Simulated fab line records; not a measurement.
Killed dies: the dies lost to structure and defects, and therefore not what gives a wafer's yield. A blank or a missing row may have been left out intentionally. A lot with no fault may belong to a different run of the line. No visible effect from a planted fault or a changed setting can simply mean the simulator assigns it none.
Comparing a struck lot with a sound one ; flow gf180mcu ; 16 steps out of a route of 602
Sound: the wafers L541.4, L541.5, L541.6. Struck: wafer L550.2; the same lot's L550.6 was not struck, so it is left out; see the end for the cause.
Each step with rows lists, per side, the tool, then ch with its chambers, then its first start. Under that, the readings that differ: sound wafers ; struck wafers ; difference of the means ; sigmas: that difference in standard deviations of wafers without a fault.
alike: a reading whose means differ by less than 2 such deviations, as well as words and numbers matching on both sides. not compared: withheld readings; readings where some wafer has no value; bounds like >300 that might hide an equal value; numbers whose values overlap and for which the record gives no deviation.
A row with sigmas, a row that says differs or no value, or rows on one side alone: a step with any of these is where the two part. Numbers that have no deviation but don't overlap get no sigmas and don't part them. A reading that every wafer of one side lacks parts them only if that side has two wafers or more.

GF_STI_THK_MEAS_02:
  struck on film metro-04, day 5 10:31; sound on film metro-02, day 3 15:08
  alike: STI_OXIDATION_THK
then, 1 step without rows for these wafers: GF_STI_CVD_03 (deposits Si3N4 from DCS/NH3, target thk 207.16 nm, time 3551 s).
GF_STI_THK_MEAS_04:
  struck on film metro-03, day 5 12:34; sound on film metro-04, day 3 17:10
  alike: STI_CVD_03_THK
then, 7 steps without rows for these wafers: GF_STI_DEHYDRATE_05 (time 60 s); GF_STI_HMDS_06 (prime time 60 s); GF_STI_COAT_07 (resist thk 700 nm); GF_STI_SOFTBAKE_08 (time 60 s); GF_STI_EXPOSE_09 (exposes mask COMP, target cd 220 nm); GF_STI_PEB_10 (peb time 90 s); GF_STI_DEVELOP_11 (develop time 60 s).
GF_STI_CD_MEAS_12 targets a cd of 220 nm.
  struck on cd sem-02, day 6 02:13; sound on cd sem-01, day 4 07:16
  alike: cd nm
GF_STI_ETCH_13: etches the open film in CHF3/O2, stops on Si, target depth 282.31 nm, time 112.9 s.
  sound on rie diel-02 ch 1,2, day 4 07:19; struck on rie diel-01 ch 2, day 6 02:19
reading;sound;struck;difference;sigmas
throttle valve pct (%);8.800 8.803 8.817;8.787;-0.020;-2
  alike: chf3 flow sccm, drypump motor current A, oes product au, run length s
  not compared: rf hours counter h
GF_STI_ETCH_14: etches Si in HBr/Cl2/O2, target depth 360 nm, time 102.9 s.
  sound on rie si-01 ch 1,2,3, day 4 07:24; struck on rie si-02 ch 3, day 6 02:23
reading;sound;struck;difference;sigmas
run length s (s);131.1 130.1 130.9;84.5;-46.2;-99 or more
throttle valve pct (%);25.672 25.658 25.665;25.685;+0.020;+2
model.etch.depth nm (nm);350.8 358.6 352.1;194.9;-158.9;
model.STI.feature depth nm (nm);350.8 358.6 352.1;194.9;-158.9;
model.KrF_of_STI_COAT_07.thk nm (nm);323.5 319.5 322.4;373.6;+51.8;
  alike: drypump motor current A, oes product au
  not compared: rf hours counter h
GF_STI_STRIP_15: strips in O2/N2.
  sound on plasma asher-02 ch 0,1, day 4 07:30; struck on plasma asher-02 ch 0, day 6 02:28
reading;sound;struck;difference;sigmas
oes product au (a.u.);0.380 0.386 0.386;0.411;+0.027;+6
rf hours counter h (h);- - -;49;no value on the sound wafers;
strip time to endpoint s (s);3.75 3.74 3.75;4.30;+0.55;+17
  alike: drypump motor current A, heater power w, o2 flow sccm, platen temp c
then, 1 step without rows for these wafers: GF_STI_CLEAN_16 (cleans in dHF, time 25 s).
-- the record jumps here: 28 days lie between the struck wafers' starts before and after (it left off in module STI and takes up again in module PASSIVATION, whose first step shown is number 602 of the route) --
GF_PASSIVATION_PROBE_99:
  struck on prober-02, day 34 02:44; sound on prober-02, day 32 04:07
reading;sound;struck;difference;sigmas
model.etest.pwell in dnwell.line ohm um;4128 4217 4150;2939;-1226;
model.etest.ldpmos_10p0.r on ohm um;1.096e+04 1.106e+04 1.101e+04;9952;-1058;
model.etest.pwell in dnwell.rs ohm sq;2448 2516 2446;1790;-680;
model.etest.ldnmos_10p0.r on ohm um;3661 3756 3686;3100;-601;
model.etest.p drift.rs ohm sq;2326 2390 2345;1861;-493;
model.etest.n drift.rs ohm sq;1124 1162 1136;830.4;-310.3;
model.etest.nwell.line ohm um;1136 1166 1147;904.1;-245.6;
model.etest.nwell.rs ohm sq;987.2 1017 998.9;767;-234;

## WHERE THEY PART
At GF_STI_ETCH_13 first; at GF_STI_STRIP_15 last (within this record only).

WHY: the cause the simulator had injected
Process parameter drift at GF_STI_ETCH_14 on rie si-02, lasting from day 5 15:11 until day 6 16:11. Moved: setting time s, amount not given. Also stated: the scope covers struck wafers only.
